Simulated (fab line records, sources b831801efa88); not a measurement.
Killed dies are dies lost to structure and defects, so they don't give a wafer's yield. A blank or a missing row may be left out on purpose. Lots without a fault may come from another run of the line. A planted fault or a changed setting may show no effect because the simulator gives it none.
Chamber matching | flow sky130 | SKY_VIA3_ETCH_15 on rie_diel-02: 4 sister chambers
The step etches SiO2 in C4F8/O2/Ar, stops on TiN, target depth 507 nm, time 78 s. 4 wafers are shown with their chamber, then 7 later ones without.

WAFERS WITH THEIR CHAMBER
wafer  | chamber | oes_product_au (a.u.)
L082.1 | 0       | 0.949
L082.2 | 1       | 0.951
L084.2 | 2       | 0.941
L084.5 | 3       | 0.948

WAFERS WITHOUT THEIR CHAMBER
wafer  | oes_product_au (a.u.)
L084.6 | 0.952
L086.2 | 0.947
L086.4 | 0.951
L086.5 | 0.955
L088.2 | 0.950
L088.3 | 0.947
L088.6 | 0.948

WHICH CHAMBER EACH WENT THROUGH
wafer  | from the rows above          | in truth
L084.6 | can't be placed: 1 or 0 or 3 | 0
L086.2 | can't be placed: 3 or 0 or 1 | 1
L086.4 | can't be placed: 1 or 0 or 3 | 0
L086.5 | can't be placed: 1 or 0 or 3 | 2
L088.2 | can't be placed: 0 or 1 or 3 | 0
L088.3 | can't be placed: 3 or 0 or 1 | 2
L088.6 | can't be placed: 3 or 0 or 1 | 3
Placed correctly: 0 of 7. Can't be placed from these rows: 7 (the true chamber is among the candidates in 5). Placed wrongly: 0.
How it was worked out, from the rows above alone: a wafer's distance from a chamber is the root of the sum, over the readings, of the square of ((its reading less the chamber's mean) divided by the reading's scatter). The wafer belongs to the nearest chamber; if the next one is less than 2 further off, it can't be placed. A chamber's mean is the mean of its shown wafers. The scatter: with one shown wafer a chamber, the root of the mean of the squares of how far each hidden wafer lies from its nearest shown one.
